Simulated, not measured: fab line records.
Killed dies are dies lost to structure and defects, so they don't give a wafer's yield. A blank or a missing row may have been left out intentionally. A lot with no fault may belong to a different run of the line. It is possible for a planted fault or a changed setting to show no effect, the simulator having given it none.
fab line records	flow gf180mcu
record: lots: 15	wafers: 45	last-day: 34
route steps=602 shown MVSD@76 MVPSD@88 M1@316 M2@376 V2@383
lots with no fault: from the same line, run without faults
start-h: start of the lot's first displayed wafer, in hours after the record's first day	wait-h: how many hours have passed since the lot's step before this one	" as in the row above	L1.1+2: a row that stands for several wafers	- no value, or no start was given	* or withheld: withheld	< > ~ a bound
route shown NAME@n: NAME is a module with steps in the file, n the number in the route of the first one	usual: average and standard deviation across the fault-free wafers	same: alike in all rows	chamber/n: place in a boat	sites: each site's reading	_std_site: standard deviation of those values	_edge_site: inner sites' mean taken away from outer sites' mean	radius-mm: how far each site lies from the wafer's centre	mask NAME#n: copy n	behind: the tool/chamber that last shaped the wafer	hold: why the lot was held/for how many hours/how that ended	device: names the non-switching transistor (n, p or np)	end of line: tests of these same wafers at the route's end	for a step that has no rows: nothing shown but its recipe	killed: the dies lost at the first sort to structure and to defects; this is not the yield of the wafer	map: a wafer's dies, marking killed ones x, the rest . and places with no die _
set.NAME: the setting that was run; set.NAME@STEP: the one run at that earlier step	model.NAME: the simulator's own value behind a step, which no gauge read
a sample of lots followed through the steps of the route, with each step as a table and each wafer as a row
services: from which hour (start-h, from the record's first day; less than 0 if before it) a tool's chamber was out of use, for how many hours, and why
== steps ==
step: GF_MVSD_STRIP_10
recipe: chemistry: O2/N2	power-w: 1400	pressure-mtorr: 1500	platen-temp-c: 250	o2-flow-sccm: 3000	n2-flow-sccm: 300	overash-fraction: 0.5
usual: chamber-pressure-mTorr: 1499.7/1.2	drypump-motor-current-A: 5.7/0.45	heater-power-w: 332/51	oes-product-au: 0.723/0.0046	strip-time-to-endpoint-s: 36.96/0.091
lot.wafer	tool	chamber	start-h	wait-h	chamber-pressure-mTorr	drypump-motor-current-A	heater-power-w	oes-product-au	rf-hours-counter-h	strip-time-to-endpoint-s
L171.3	plasma-asher-04	0	101.79	0.1	1498.9	5.4	436	0.715	-	36.97
L171.4	"	1	"	"	1498.8	5.1	305	0.718	-	36.83
L171.6	"	1	"	"	1498.7	5.2	302	0.719	-	36.96
L172.4	plasma-asher-04	1	102.78	0.1	1499.8	5.1	310	0.722	-	37.00
L172.5	"	0	"	"	1500.0	5.4	429	0.729	-	37.00
L172.6	"	1	"	"	1500.1	5.1	308	0.715	-	37.12
L173.1	plasma-asher-04	0	105.85	0.1	1499.9	5.4	421	0.718	44	37.07
L173.2	"	1	"	"	1500.4	5.2	316	0.723	44	37.04
L173.4	"	1	"	"	1499.2	5.1	307	0.726	-	37.07
L174.2	plasma-asher-01	0	114.30	0.1	1499.4	6.0	298	0.726	30	36.88
L174.4	"	1	"	"	1501.8	5.6	305	0.730	-	36.99
L174.6	"	1	"	"	1501.3	5.7	307	0.716	-	36.95
L175.1	plasma-asher-04	0	120.85	0.1	1502.7	5.4	434	0.714	45	37.00
L175.3	"	0	"	"	1500.7	5.4	440	0.726	-	37.09
L175.5	"	0	"	"	1499.8	5.4	433	0.716	-	37.08
L176.1	plasma-asher-01	1	127.65	0.1	1499.6	5.6	304	0.717	32	36.91
L176.2	"	0	"	"	1499.8	6.0	293	0.728	32	36.92
L176.4	"	0	"	"	1500.6	5.9	303	0.724	-	37.02
L178.1	plasma-asher-03	0	142.08	0.1	1501.3	6.6	291	0.717	51	36.79
L178.5	"	1	"	"	1501.0	5.5	350	0.720	-	37.02
L178.6	"	0	"	"	1499.8	6.6	286	0.722	-	37.04
L180.1	plasma-asher-03	0	149.05	0.1	1498.8	6.5	296	0.726	52	36.80
L180.5	"	0	"	"	1499.6	6.5	294	0.723	-	36.82
L180.6	"	1	"	"	1500.1	5.5	345	0.715	-	36.85
L186.1	plasma-asher-04	0	180.20	0.1	-	-	-	-	-	-
L186.4	"	1	"	"	-	-	-	-	-	-
L186.6	"	1	"	"	-	-	-	-	-	-
L187.1	plasma-asher-03	1	187.30	0.1	-	-	-	-	-	-
L187.3	"	1	"	"	-	-	-	-	-	-
L187.4	"	0	"	"	-	-	-	-	-	-
L188.4	plasma-asher-01	1	194.66	0.1	-	-	-	-	-	-
L188.5	"	0	"	"	-	-	-	-	-	-
L188.6	"	1	"	"	-	-	-	-	-	-
L189.1	plasma-asher-01	1	198.45	0.1	1499.1	5.6	306	0.724	40	36.89
L189.2	"	0	"	"	1500.5	6.0	297	0.721	40	36.94
L189.6	"	0	"	"	1499.6	6.0	300	0.715	-	36.90
L190.1	plasma-asher-01	0	205.93	0.1	1499.5	6.0	301	0.727	40	37.03
L190.2	"	1	"	"	1500.4	5.5	301	0.721	40	36.92
L190.4	"	1	"	"	1497.5	5.6	298	0.716	-	37.02
L191.1	plasma-asher-04	0	208.25	0.1	1499.8	5.4	432	0.721	52	37.02
L191.3	"	0	"	"	1499.1	5.4	439	0.724	-	37.06
L191.5	"	0	"	"	1499.8	5.4	434	0.731	-	37.05
L192.2	plasma-asher-01	0	214.23	0.1	1499.9	6.0	295	0.719	41	36.94
L192.3	"	1	"	"	1499.0	5.6	304	0.725	-	36.85
L192.6	"	1	"	"	1499.8	5.6	304	0.730	-	36.98
step: GF_MVPSD_STRIP_10
recipe: chemistry: O2/N2	power-w: 1400	pressure-mtorr: 1500	platen-temp-c: 250	o2-flow-sccm: 3000	n2-flow-sccm: 300	overash-fraction: 0.5
usual: chamber-pressure-mTorr: 1500.1/1.3	drypump-motor-current-A: 5.9/0.49	heater-power-w: 331/41	oes-product-au: 0.722/0.0045	strip-time-to-endpoint-s: 36.96/0.11
lot.wafer	tool	chamber	start-h	wait-h	chamber-pressure-mTorr	drypump-motor-current-A	heater-power-w	oes-product-au	rf-hours-counter-h	strip-time-to-endpoint-s
L171.3	plasma-asher-03	0	117.16	0.1	1500.1	6.6	285	0.720	-	37.01
L171.4	"	1	"	"	1500.1	5.5	348	0.728	-	37.03
L171.6	"	1	"	"	1499.9	5.5	345	0.728	-	37.06
L172.4	plasma-asher-03	1	117.86	0.1	1500.7	5.5	348	0.725	-	37.08
L172.5	"	0	"	"	1500.7	6.6	292	0.726	-	37.08
L172.6	"	1	"	"	1499.7	5.5	348	0.716	-	37.01
L173.1	plasma-asher-02	0	121.03	0.1	1500.5	6.0	317	0.717	0	36.96
L173.2	"	1	"	"	1500.0	6.2	332	0.722	0	36.98
L173.4	"	0	"	"	1498.6	6.0	316	0.719	-	37.03
L174.2	plasma-asher-04	0	129.88	0.1	1500.5	5.4	439	0.717	46	36.86
L174.4	"	0	"	"	1500.7	5.4	431	0.731	-	36.92
L174.6	"	1	"	"	1499.2	5.1	307	0.728	-	36.82
L175.1	plasma-asher-04	0	136.43	0.1	1498.9	5.4	419	0.729	47	37.08
L175.3	"	1	"	"	1501.6	5.2	306	0.720	-	37.02
L175.5	"	1	"	"	1501.3	5.2	298	0.720	-	37.09
L176.1	plasma-asher-02	0	143.70	0.1	1500.2	6.0	322	0.730	3	36.85
L176.2	"	1	"	"	1499.4	6.2	321	0.715	3	36.88
L176.4	"	0	"	"	1499.9	6.0	320	0.725	-	36.96
L178.1	plasma-asher-03	0	158.38	0.1	1501.8	6.6	287	0.713	53	37.01
L178.5	"	0	"	"	1500.3	6.6	294	0.724	-	36.90
L178.6	"	1	"	"	1498.4	5.5	345	0.727	-	36.85
L180.1	plasma-asher-02	1	165.85	0.1	1499.9	6.2	323	0.726	5	36.99
L180.5	"	0	"	"	1501.0	6.1	323	0.722	-	37.09
L180.6	"	1	"	"	1500.9	6.2	326	0.725	-	37.06
L186.1	plasma-asher-02	1	196.92	0.2	1501.4	6.2	328	0.734	9	80.85
L186.4	"	1	"	"	1500.7	6.2	323	0.742	-	80.78
L186.6	"	0	"	"	1501.5	6.1	324	0.736	-	80.96
L187.1	plasma-asher-04	1	204.33	0.1	1500.8	5.1	315	0.732	51	81.32
L187.3	"	0	"	"	1501.3	5.4	433	0.744	-	81.38
L187.4	"	1	"	"	1498.0	5.1	310	0.745	-	81.40
L188.4	plasma-asher-04	0	211.46	0.1	1501.3	5.4	428	0.738	-	81.12
L188.5	"	1	"	"	1496.7	5.1	310	0.739	-	81.07
L188.6	"	0	"	"	1499.3	5.4	434	0.752	-	81.11
L189.1	plasma-asher-02	1	216.23	0.1	1500.7	6.2	327	0.723	11	36.73
L189.2	"	0	"	"	1501.4	6.0	317	0.721	11	36.78
L189.6	"	1	"	"	1497.9	6.2	321	0.722	-	36.79
L190.1	plasma-asher-03	1	224.78	0.1	1498.8	5.5	343	0.723	60	36.85
L190.2	"	0	"	"	1496.3	6.6	289	0.722	60	36.90
L190.4	"	1	"	"	1499.8	5.5	348	0.716	-	36.70
L191.1	plasma-asher-02	1	226.33	0.1	1500.9	6.2	324	0.723	12	36.95
L191.3	"	0	"	"	1499.6	6.1	315	0.721	-	37.03
L191.5	"	1	"	"	1500.1	6.2	327	0.723	-	36.99
L192.2	plasma-asher-03	0	232.98	0.1	1500.4	6.6	281	0.724	61	36.90
L192.3	"	0	"	"	1497.8	6.6	287	0.722	-	36.88
L192.6	"	1	"	"	1499.4	5.5	346	0.720	-	36.89
step: GF_MVPSD_TW_MEAS_11
usual: MVPSD_TW: 551/5.6
lot.wafer	tool	chamber	start-h	wait-h	MVPSD_TW
L171.3	film-metro-01	-	117.25	0.1	560
L171.4	"	-	"	"	561
L171.6	"	-	"	"	561
L172.4	film-metro-03	-	117.96	0.1	549
L172.5	"	-	"	"	550
L172.6	"	-	"	"	549
L173.1	film-metro-02	-	121.13	0.1	550
L173.2	"	-	"	"	551
L173.4	"	-	"	"	550
L174.2	film-metro-02	-	129.99	0.1	549
L174.4	"	-	"	"	551
L174.6	"	-	"	"	552
L175.1	film-metro-01	-	136.53	0.1	561
L175.3	"	-	"	"	559
L175.5	"	-	"	"	558
L176.1	film-metro-03	-	143.80	0.1	546
L176.2	"	-	"	"	545
L176.4	"	-	"	"	545
L178.1	film-metro-01	-	158.48	0.1	556
L178.5	"	-	"	"	560
L178.6	"	-	"	"	558
L180.1	film-metro-02	-	165.95	0.1	555
L180.5	"	-	"	"	554
L180.6	"	-	"	"	553
L186.1	film-metro-02	-	197.02	0.1	30
L186.4	"	-	"	"	30
L186.6	"	-	"	"	30
L187.1	film-metro-02	-	204.43	0.1	30
L187.3	"	-	"	"	30
L187.4	"	-	"	"	30
L188.4	film-metro-03	-	211.56	0.1	30
L188.5	"	-	"	"	29
L188.6	"	-	"	"	30
L189.1	film-metro-03	-	216.33	0.1	546
L189.2	"	-	"	"	542
L189.6	"	-	"	"	546
L190.1	film-metro-02	-	224.88	0.1	551
L190.2	"	-	"	"	554
L190.4	"	-	"	"	554
L191.1	film-metro-02	-	226.43	0.1	550
L191.3	"	-	"	"	552
L191.5	"	-	"	"	552
L192.2	film-metro-03	-	233.09	0.1	544
L192.3	"	-	"	"	543
L192.6	"	-	"	"	546
step: GF_M1_SPUTTER_01
recipe: material: TiN	target-thk-nm: 30	power-w: 6500	time-s: 25	chamber-pressure-pa: 0.4
usual: throttle-valve-pct: 30.3/1
lot.wafer	tool	chamber	start-h	wait-h	throttle-valve-pct
L172.4	pvd-sputter-02	-	396.36	0.1	30.1
L172.5	"	-	"	"	30.0
L172.6	"	-	"	"	28.7
L171.3	pvd-sputter-04	-	399.36	0.1	28.9
L171.4	"	-	"	"	30.5
L171.6	"	-	"	"	31.0
L173.1	pvd-sputter-01	-	407.37	0.1	30.0
L173.2	"	-	"	"	30.4
L173.4	"	-	"	"	31.5
L174.2	pvd-sputter-01	-	417.79	0.1	30.5
L174.4	"	-	"	"	31.9
L174.6	"	-	"	"	29.1
L175.1	pvd-sputter-01	-	419.15	0.1	29.9
L175.3	"	-	"	"	29.1
L175.5	"	-	"	"	31.6
L176.1	pvd-sputter-04	-	433.25	0.1	30.8
L176.2	"	-	"	"	30.4
L176.4	"	-	"	"	28.8
L178.1	pvd-sputter-01	-	455.04	0.1	29.0
L178.5	"	-	"	"	30.7
L178.6	"	-	"	"	30.4
L180.1	pvd-sputter-01	-	467.00	0.1	30.6
L180.5	"	-	"	"	31.4
L180.6	"	-	"	"	30.0
L186.1	pvd-sputter-01	-	509.29	0.1	30.5
L186.4	"	-	"	"	30.0
L186.6	"	-	"	"	31.6
L187.1	pvd-sputter-01	-	523.92	0.1	31.5
L187.3	"	-	"	"	29.0
L187.4	"	-	"	"	30.5
L188.4	pvd-sputter-01	-	529.15	0.0	30.5
L188.5	"	-	"	"	31.5
L188.6	"	-	"	"	30.3
L189.1	pvd-sputter-04	-	540.49	0.1	28.6
L189.2	"	-	"	"	31.3
L189.6	"	-	"	"	28.6
L190.1	pvd-sputter-02	-	547.07	0.1	28.6
L190.2	"	-	"	"	32.0
L190.4	"	-	"	"	30.1
L191.1	pvd-sputter-01	-	551.01	0.1	31.5
L191.3	"	-	"	"	30.2
L191.5	"	-	"	"	31.6
L192.2	pvd-sputter-02	-	556.97	0.1	32.1
L192.3	"	-	"	"	29.9
L192.6	"	-	"	"	29.7
step: GF_M2_CD_MEAS_14
recipe: target-cd-nm: 280
usual: cd-nm: 280.4/1.2
lot.wafer	tool	chamber	start-h	wait-h	cd-nm
L172.4	cd-sem-02	-	470.70	0.1	279.3
L172.5	"	-	"	"	279.4
L172.6	"	-	"	"	279.1
L171.3	cd-sem-01	-	475.23	0.1	281.4
L171.4	"	-	"	"	282.6
L171.6	"	-	"	"	281.7
L173.1	cd-sem-02	-	481.76	0.1	280.4
L173.2	"	-	"	"	281.8
L173.4	"	-	"	"	282.4
L174.2	cd-sem-01	-	492.82	0.1	280.0
L174.4	"	-	"	"	280.6
L174.6	"	-	"	"	280.3
L175.1	cd-sem-02	-	494.34	0.1	281.2
L175.3	"	-	"	"	280.9
L175.5	"	-	"	"	280.2
L176.1	cd-sem-01	-	508.65	0.1	280.8
L176.2	"	-	"	"	281.6
L176.4	"	-	"	"	279.8
L178.1	cd-sem-01	-	528.65	0.1	280.9
L178.5	"	-	"	"	280.3
L178.6	"	-	"	"	281.0
L180.1	cd-sem-01	-	540.04	0.1	280.1
L180.5	"	-	"	"	280.8
L180.6	"	-	"	"	279.7
L186.1	cd-sem-02	-	579.91	0.1	279.5
L186.4	"	-	"	"	279.4
L186.6	"	-	"	"	278.9
L187.1	cd-sem-01	-	593.60	0.1	282.5
L187.3	"	-	"	"	279.9
L187.4	"	-	"	"	281.8
L188.4	cd-sem-01	-	596.27	0.1	281.2
L188.5	"	-	"	"	280.4
L188.6	"	-	"	"	281.4
L189.1	cd-sem-02	-	607.55	0.1	279.5
L189.2	"	-	"	"	279.4
L189.6	"	-	"	"	279.3
L190.1	cd-sem-02	-	614.71	0.1	280.0
L190.2	"	-	"	"	279.5
L190.4	"	-	"	"	279.2
L191.1	cd-sem-02	-	618.09	0.1	279.3
L191.3	"	-	"	"	279.8
L191.5	"	-	"	"	278.8
L192.2	cd-sem-02	-	622.98	0.1	279.3
L192.3	"	-	"	"	281.1
L192.6	"	-	"	"	279.5
step: GF_V2_THK_MEAS_01
recipe: reads: SiO2_of_V2_CVD_00
usual: V2_CVD_00_THK: 597/6.7
lot.wafer	tool	chamber	start-h	wait-h	V2_CVD_00_THK[nm]
L172.4	film-metro-02	-	471.58	0.0	602
L172.5	"	-	"	"	596
L172.6	"	-	"	"	605
L171.3	film-metro-03	-	476.16	0.1	594
L171.4	"	-	"	"	600
L171.6	"	-	"	"	602
L173.1	film-metro-03	-	482.83	0.2	599
L173.2	"	-	"	"	602
L173.4	"	-	"	"	601
L174.2	film-metro-01	-	493.74	0.0	599
L174.4	"	-	"	"	599
L174.6	"	-	"	"	603
L175.1	film-metro-02	-	495.35	0.0	596
L175.3	"	-	"	"	599
L175.5	"	-	"	"	609
L176.1	film-metro-01	-	509.58	0.0	584
L176.2	"	-	"	"	581
L176.4	"	-	"	"	580
L178.1	film-metro-02	-	529.58	0.0	595
L178.5	"	-	"	"	597
L178.6	"	-	"	"	597
L180.1	film-metro-01	-	541.10	0.0	595
L180.5	"	-	"	"	600
L180.6	"	-	"	"	590
L186.1	film-metro-01	-	580.88	0.0	599
L186.4	"	-	"	"	595
L186.6	"	-	"	"	596
L187.1	film-metro-03	-	594.56	0.0	592
L187.3	"	-	"	"	592
L187.4	"	-	"	"	592
L188.4	film-metro-01	-	597.13	0.0	598
L188.5	"	-	"	"	608
L188.6	"	-	"	"	603
L189.1	film-metro-03	-	608.44	0.0	593
L189.2	"	-	"	"	594
L189.6	"	-	"	"	590
L190.1	film-metro-03	-	615.63	0.0	600
L190.2	"	-	"	"	589
L190.4	"	-	"	"	593
L191.1	film-metro-02	-	619.01	0.0	598
L191.3	"	-	"	"	605
L191.5	"	-	"	"	601
L192.2	film-metro-02	-	623.86	0.0	589
L192.3	"	-	"	"	586
L192.6	"	-	"	"	585
== services ==
tool	chamber	start-h	hours	kind
plasma-asher-01	-	99.63	1.3	repair
plasma-asher-02	-	108.75	9.0	pm
plasma-asher-04	-	157.13	12.0	repair
plasma-asher-04	-	187.13	13.8	repair
plasma-asher-03	-	195.62	3.1	repair
pvd-sputter-01	-	204.72	0.6	repair
plasma-asher-04	-	252.93	1.2	repair
plasma-asher-01	-	270.34	0.4	repair
plasma-asher-02	-	294.89	0.7	repair
plasma-asher-03	-	298.74	5.8	repair
plasma-asher-01	-	306.20	4.1	repair
plasma-asher-02	-	325.63	14.7	repair
plasma-asher-02	-	328.48	1.8	repair
plasma-asher-02	-	346.73	0.9	repair
plasma-asher-01	-	348.37	4.3	pm
pvd-sputter-01	-	352.90	1.6	repair
plasma-asher-04	-	378.21	4.1	repair
plasma-asher-03	-	409.31	2.8	pm
plasma-asher-01	-	411.09	2.8	pm
plasma-asher-04	-	421.25	9.0	pm
plasma-asher-03	-	423.44	1.5	repair
plasma-asher-03	-	434.44	2.0	repair
plasma-asher-03	-	506.88	5.5	repair
pvd-sputter-01	-	539.85	2.2	repair
== key ==
first-sign: step: GF_MVSD_STRIP_10	reading: tool-record	direction: missing
effect: step: GF_MVPSD_STRIP_10	reading: strip-time-to-endpoint-s	direction: up	sigmas: 99+	usual: *	struck: *
effect: step: GF_MVPSD_TW_MEAS_11	reading: MVPSD_TW	direction: down	sigmas: 94	usual: 551	struck: 30
met-at GF_MVSD_STRIP_10
struck-lots L186,L187,L188
sort-left-out L186.1,L186.4,L186.6,L187.1,L187.3,L187.4,L188.4,L188.5,L188.6
tester-left-out L186,L187,L188
not-acting-at GF_M1_SPUTTER_01,GF_M2_CD_MEAS_14,GF_V2_THK_MEAS_01
onset-between 149.05 180.20
fault: kind: skipped-step-whole	tool: plasma-asher-01,plasma-asher-03,plasma-asher-04	chamber: -	onset-h: 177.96	steps: GF_MVSD_STRIP_10	scope: struck-lots-only
tester-left-out: of these lots the tester's yield and bins aren't shown, on N5 and GAA mostly nor the transistor test; their killed dies are dies lost to structure and defects alone, not to doping, threshold or leakage, so they don't give the yield
sort-left-out: the simulated sort isn't trusted on such a fault, so these wafers' sort isn't shown, and their yield isn't known
